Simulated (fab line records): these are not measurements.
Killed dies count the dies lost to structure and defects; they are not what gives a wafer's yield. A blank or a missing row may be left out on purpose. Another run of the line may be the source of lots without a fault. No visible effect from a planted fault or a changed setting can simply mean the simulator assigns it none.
The tool behind it: which one?    flow gf180mcu    12 lots with 36 wafers sampled at 6 steps, on a route of 602 steps

## WHAT THE GAUGES READ, wafer by wafer
GF_VT_IMPLANT_TW_MEAS_10. Usual: for VT_IMPLANT_TW the level is 565 and the standard deviation is 4.7.
lot   measured      on            VT_IMPLANT_TW  flag
L711  day 5 18:41   filmMetro-02  567 566 566    
L715  day 6 18:25   filmMetro-04  561 558 561    
L717  day 7 03:11   filmMetro-02  567 565 565    
L716  day 7 04:32   filmMetro-04  557 558 558    
L719  day 7 13:26   filmMetro-04  555 557 557    
L721  day 8 00:24   filmMetro-04  553 557 556    
L722  day 8 08:11   filmMetro-02  568 565 570    
L724  day 8 20:02   filmMetro-02  565 566 568    
L725  day 9 07:27   filmMetro-02  566 569 569    
L730  day 10 10:19  filmMetro-02  572 568 569    
L733  day 11 04:10  filmMetro-04  557 558 558    
L734  day 11 11:08  filmMetro-03  564 568 571    

GF_HV_LDD_CD_MEAS_07 targets a cd of 400 nm. Usual: cdNm at 400.2 nm, with a standard deviation of 2.2.
lot   measured      on        cdNm (nm)          flag
L711  day 10 01:55  cdSem-01  399.2 397.0 400.0  
L715  day 11 12:16  cdSem-02  403.2 401.3 401.3  
L717  day 11 18:16  cdSem-01  397.9 400.8 401.1  
L716  day 11 18:21  cdSem-02  401.8 403.8 401.6  
L719  day 12 06:02  cdSem-01  402.2 402.6 402.8  
L721  day 12 17:56  cdSem-02  399.6 397.2 396.8  
L722  day 13 01:30  cdSem-02  398.1 396.2 396.3  
L724  day 13 20:03  cdSem-02  398.6 401.4 400.1  
L725  day 14 04:47  cdSem-02  396.4 399.0 394.8  
L730  day 15 22:16  cdSem-01  - - -              OFF
L733  day 16 16:42  cdSem-02  400.9 400.3 400.2  
L734  day 16 23:57  cdSem-01  403.5 403.3 404.6  

GF_HV_LDD_TW_MEAS_11. Usual: for HV_LDD_TW the level is 2411 and the standard deviation is 19.
lot   measured      on            HV_LDD_TW       flag
L711  day 10 02:19  filmMetro-04  2387 2389 2391  
L715  day 11 12:40  filmMetro-01  2430 2428 2413  
L717  day 11 18:40  filmMetro-01  2418 2427 2430  
L716  day 11 18:45  filmMetro-03  2416 2407 2428  
L719  day 12 06:25  filmMetro-01  2419 2433 2413  
L721  day 12 18:19  filmMetro-01  2427 2424 2426  
L722  day 13 02:02  filmMetro-01  2410 2422 2415  
L724  day 13 20:28  filmMetro-03  2407 2408 2407  
L725  day 14 05:10  filmMetro-01  2429 2437 2443  
L730  day 15 22:40  filmMetro-03  30 30 30        OFF
L733  day 16 17:07  filmMetro-04  2387 2389 2372  
L734  day 17 00:21  filmMetro-03  2417 2413 2406  

GF_HV_LDD_TW_MEAS_23. Usual: for HV_LDD_2_TW the level is 1056 and the standard deviation is 6.9.
lot   measured      on            HV_LDD_2_TW     flag
L711  day 10 20:26  filmMetro-01  1066 1059 1062  
L715  day 12 07:43  filmMetro-01  1061 1058 1063  
L717  day 12 13:18  filmMetro-03  1056 1049 1056  
L716  day 12 13:36  filmMetro-03  1053 1053 1053  
L719  day 13 02:43  filmMetro-01  1061 1062 1059  
L721  day 13 15:09  filmMetro-01  1056 1052 1056  
L722  day 13 21:49  filmMetro-01  1052 1057 1061  
L724  day 14 16:58  filmMetro-01  1063 1063 1060  
L725  day 15 01:35  filmMetro-01  1061 1057 1064  
L730  day 16 21:22  filmMetro-04  1042 1039 1038  
L733  day 17 16:04  filmMetro-03  1056 1051 1058  
L734  day 17 23:41  filmMetro-03  1057 1054 1057  

## WHAT TOOL EACH LOT RAN ON (gives the tool, then ch and the chambers of the sampled wafers, and finally the start)
lot   GF_VT_IMPLANT_STRIP_20               GF_HV_LDD_EXPOSE_04
L711  plasmaAsher-01 ch 0,1, day 6 08:46   ilineStepper-02 ch 0, day 9 17:25
L715  plasmaAsher-01 ch 0,1, day 7 10:05   ilineStepper-02 ch 0, day 11 02:56
L717  plasmaAsher-02 ch 0,1, day 7 18:34   ilineStepper-02 ch 0, day 11 08:52
L716  plasmaAsher-01 ch 0,1, day 7 19:52   ilineStepper-02 ch 0, day 11 08:58
L719  plasmaAsher-01 ch 0,1, day 8 05:18   ilineStepper-01 ch 0, day 11 20:49
L721  plasmaAsher-01 ch 0,1, day 8 17:23   ilineStepper-02 ch 0, day 12 08:17
L722  plasmaAsher-04 ch 0,1, day 8 23:44   ilineStepper-02 ch 0, day 12 16:03
L724  plasmaAsher-02 ch 0, day 9 13:05     ilineStepper-01 ch 0, day 13 10:25
L725  plasmaAsher-01 ch 0,1, day 9 23:50   ilineStepper-02 ch 0, day 13 19:03
L730  plasmaAsher-02 ch 0,1, day 11 04:22  ilineStepper-02 ch 0, day 15 11:15
L733  plasmaAsher-04 ch 0,1, day 11 23:10  ilineStepper-02 ch 0, day 16 05:20
L734  plasmaAsher-02 ch 0, day 12 05:31    ilineStepper-02 ch 0, day 16 12:49
- GF_VT_IMPLANT_STRIP_20: strips in O2/N2.
- GF_HV_LDD_EXPOSE_04: exposes mask Nplus LV AREA, target cd 400 nm.

## AS READ BY THE TOOLS THEMSELVES (means over the sampled wafers that have a number; for cases with no such wafer, the mark the record gives instead)
GF_VT_IMPLANT_STRIP_20. Usual: drypumpMotorCurrentA 5.46 A, standard deviation 0.22; heaterPowerW 337 W, standard deviation 30; oesProductAu 0.716 a.u., standard deviation 0.0044; platenTempC 249.99 C, standard deviation 0.19; stripTimeToEndpointS 12.62 s, standard deviation 0.031.
lot   tool            drypumpMotorCurrentA (A)  heaterPowerW (W)  oesProductAu (a.u.)  platenTempC (C)  stripTimeToEndpointS (s)  flag
L711  plasmaAsher-01  5.51                      355               0.719                249.86           12.58                     
L715  plasmaAsher-01  5.52                      355               0.716                249.96           12.66                     
L717  plasmaAsher-02  5.43                      327               0.717                250.07           12.62                     
L716  plasmaAsher-01  5.31                      338               0.717                250.00           12.68                     
L719  plasmaAsher-01  5.50                      355               0.718                249.90           12.62                     
L721  plasmaAsher-01  5.31                      341               0.716                250.00           12.62                     
L722  plasmaAsher-04  5.68                      359               0.716                249.92           12.64                     
L724  plasmaAsher-02  5.42                      354               0.715                250.01           12.63                     
L725  plasmaAsher-01  5.51                      348               0.715                250.04           12.62                     
L730  plasmaAsher-02  5.42                      325               0.714                249.93           12.64                     
L733  plasmaAsher-04  5.68                      356               0.713                250.05           12.60                     
L734  plasmaAsher-02  5.43                      355               0.716                250.25           12.59                     

GF_HV_LDD_EXPOSE_04. Usual: exposureDoseMJCm2 at 139.97, with a standard deviation of 0.14.
lot   tool             exposureDoseMJCm2  flag
L711  ilineStepper-02  140.00             
L715  ilineStepper-02  139.98             
L717  ilineStepper-02  139.74             
L716  ilineStepper-02  140.10             
L719  ilineStepper-01  140.20             
L721  ilineStepper-02  139.99             
L722  ilineStepper-02  139.93             
L724  ilineStepper-01  140.06             
L725  ilineStepper-02  139.80             
L730  ilineStepper-02  139.98             
L733  ilineStepper-02  139.92             
L734  ilineStepper-02  139.86             

## THE ANSWER, worked out from the rows above alone
Rule: a lot counts as off when the mean over its wafers that have a number is more than 3 standard deviations away from the usual mean. Also off: a lot with no number at a reading for which 4 or more lots have one. Any other lot the step has rows for is counted as sound. The gauges are gone through in route order, then the tools' own readings, and for those a lot's mean is taken as printed above. At the first step where some lot is off, the reading lying furthest off is the one used; lots without a number count as furthest.
Off, at GF_HV_LDD_CD_MEAS_07 on cdNm: L730. Without a number there: L730.
If a tool, at a process step before that reading, ran all the lots that are off and no sound lot after the first of them, it fits. Not tried: the gauges at GF_HV_LDD_CD_MEAS_07; whatever is off there is also off at GF_HV_LDD_TW_MEAS_11, on other tools, and gauge error can't account for it. Not one of the candidates tried fits.

## WHAT THE SIMULATOR HAD INSERTED
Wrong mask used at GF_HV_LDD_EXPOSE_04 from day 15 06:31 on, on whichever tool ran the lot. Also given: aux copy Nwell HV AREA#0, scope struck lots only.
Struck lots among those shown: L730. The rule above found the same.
